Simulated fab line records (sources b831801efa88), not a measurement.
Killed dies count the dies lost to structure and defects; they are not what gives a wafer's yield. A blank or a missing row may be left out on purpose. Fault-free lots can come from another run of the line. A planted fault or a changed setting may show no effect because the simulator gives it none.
Chamber matching + flow gf180mcu + cmp-02 running GF_V3_CMP_04: 4 sister chambers
The step polishes SiO2. 4 wafers are shown with their chamber, then 7 later ones without.

WAFERS WITH THEIR CHAMBER
| wafer  | chamber | motorCurrentA (A) |
|--------|---------|-------------------|
| L233.4 | 1       | 14.1              |
| L234.5 | 2       | 13.8              |
| L236.1 | 0       | 9.5               |
| L236.3 | 3       | 10.0              |

WAFERS WHOSE CHAMBER IS MISSING
| wafer  | motorCurrentA (A) |
|--------|-------------------|
| L236.6 | 12.7              |
| L237.1 | 10.8              |
| L237.4 | 9.7               |
| L237.6 | 12.9              |
| L239.1 | 13.3              |
| L239.2 | 10.6              |
| L239.5 | 10.8              |

THE CHAMBER EACH PASSED THROUGH
| wafer  | from the rows above     | in truth |
|--------|-------------------------|----------|
| L236.6 | can't be placed: 2 or 1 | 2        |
| L237.1 | can't be placed: 3 or 0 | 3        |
| L237.4 | can't be placed: 0 or 3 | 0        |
| L237.6 | can't be placed: 2 or 1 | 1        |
| L239.1 | can't be placed: 2 or 1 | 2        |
| L239.2 | can't be placed: 3 or 0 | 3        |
| L239.5 | can't be placed: 3 or 0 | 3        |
Placed correctly: 0 of 7. Can't be placed from these rows: 7 (the true chamber is among the candidates in 7). Placed wrongly: 0.
How it was worked out, from the rows above alone: a wafer's distance from a chamber is the root of the sum, over the readings, of the square of ((its reading less the chamber's mean) divided by the reading's scatter). If the next closest chamber is less than 2 further off than the closest, the wafer can't be placed; otherwise it belongs to the closest. For every chamber, the mean is computed from those of its wafers that are shown. The scatter (one wafer shown for each chamber): square how far every hidden wafer sits from the nearest shown wafer, average those squares and take the square root.
